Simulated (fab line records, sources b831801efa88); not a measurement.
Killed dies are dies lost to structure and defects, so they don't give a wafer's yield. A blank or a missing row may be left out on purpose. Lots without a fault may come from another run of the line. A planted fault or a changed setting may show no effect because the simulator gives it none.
Chamber matching | flow sky130 | SKY_METAL4_ETCH_17 on rie_diel-02: 4 sister chambers
The step etches SiO2 in C4F8/O2/Ar, stops on TiN, time 3.9 s, target depth 15 nm. 8 wafers are shown with their chamber, then 7 later ones without.

WAFERS WITH THEIR CHAMBER
wafer  | chamber | oes_product_au (a.u.)
L214.6 | 0       | 0.753
L217.1 | 0       | 0.745
L218.3 | 1       | 0.760
L218.5 | 3       | 0.754
L221.5 | 1       | 0.746
L221.6 | 2       | 0.759
L225.1 | 3       | 0.749
L225.2 | 2       | 0.738

WAFERS WITHOUT THEIR CHAMBER
wafer  | oes_product_au (a.u.)
L225.4 | 0.747
L228.2 | 0.757
L228.5 | 0.758
L228.6 | 0.751
L229.2 | 0.752
L229.4 | 0.766
L229.5 | 0.761

WHICH CHAMBER EACH WENT THROUGH
wafer  | from the rows above               | in truth
L225.4 | can't be placed: 2 or 0 or 3 or 1 | 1
L228.2 | can't be placed: 1 or 3 or 0 or 2 | 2
L228.5 | can't be placed: 1 or 3 or 0 or 2 | 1
L228.6 | can't be placed: 3 or 0 or 1 or 2 | 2
L229.2 | can't be placed: 3 or 1 or 0 or 2 | 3
L229.4 | can't be placed: 1 or 3 or 0 or 2 | 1
L229.5 | can't be placed: 1 or 3 or 0 or 2 | 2
Placed correctly: 0 of 7. Can't be placed from these rows: 7 (the true chamber is among the candidates in 7). Placed wrongly: 0.
How it was worked out, from the rows above alone: a wafer's distance from a chamber is the root of the sum, over the readings, of the square of ((its reading less the chamber's mean) divided by the reading's scatter). The wafer belongs to the nearest chamber; if the next one is less than 2 further off, it can't be placed. A chamber's mean is the mean of its shown wafers. The scatter: the root of (the sum of the squares of (reading less its chamber's mean) over the shown wafers, divided by (wafers less chambers)).
